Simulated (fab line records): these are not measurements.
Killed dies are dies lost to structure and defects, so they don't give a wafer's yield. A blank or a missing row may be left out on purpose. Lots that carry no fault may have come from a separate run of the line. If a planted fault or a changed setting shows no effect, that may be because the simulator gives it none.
Matching of chambers    flow sky130    SKY_SPACER_ETCHBACK_02 on rie diel-02 has 4 sister chambers
The step etches Si3N4 in CH3F/O2, stops on SiO2, time 46.7 s, target depth 45 nm. 4 wafers are shown with their chamber, then 7 later ones without.

## WAFERS WITH THEIR CHAMBER
wafer   chamber  throttle valve pct (%)
L385.3  3        10.589
L385.6  0        10.574
L387.2  2        10.550
L387.4  1        10.553

## WAFERS WITH NO CHAMBER GIVEN
wafer   throttle valve pct (%)
L387.5  10.587
L388.3  10.564
L388.4  10.576
L388.5  10.552
L389.1  10.557
L389.3  10.570
L389.5  10.564

## CHAMBER TAKEN BY EACH
wafer    from the rows above            in truth
L387.5   can't be placed: 3 or 0        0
L388.3   can't be placed: 0 or 1 or 2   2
L388.4   can't be placed: 0 or 3        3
L388.5   can't be placed: 1 or 2        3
L389.1   can't be placed: 1 or 2        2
L389.3   0                              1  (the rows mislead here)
L389.5   can't be placed: 0 or 1 or 2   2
Correctly placed: 0 of 7. Can't be placed from these rows: 6 (the true chamber is among the candidates in 5). 1 placed wrongly.
How it was worked out, from the rows above alone: a wafer's distance from a chamber is the root of the sum, over the readings, of the square of ((its reading less the chamber's mean) divided by the reading's scatter). The wafer belongs to the nearest chamber; if the next one is less than 2 further off, it can't be placed. For every chamber, the mean is computed from those of its wafers that are shown. The scatter: root of mean squared gap, hidden wafer to nearest shown wafer, with one shown wafer a chamber.
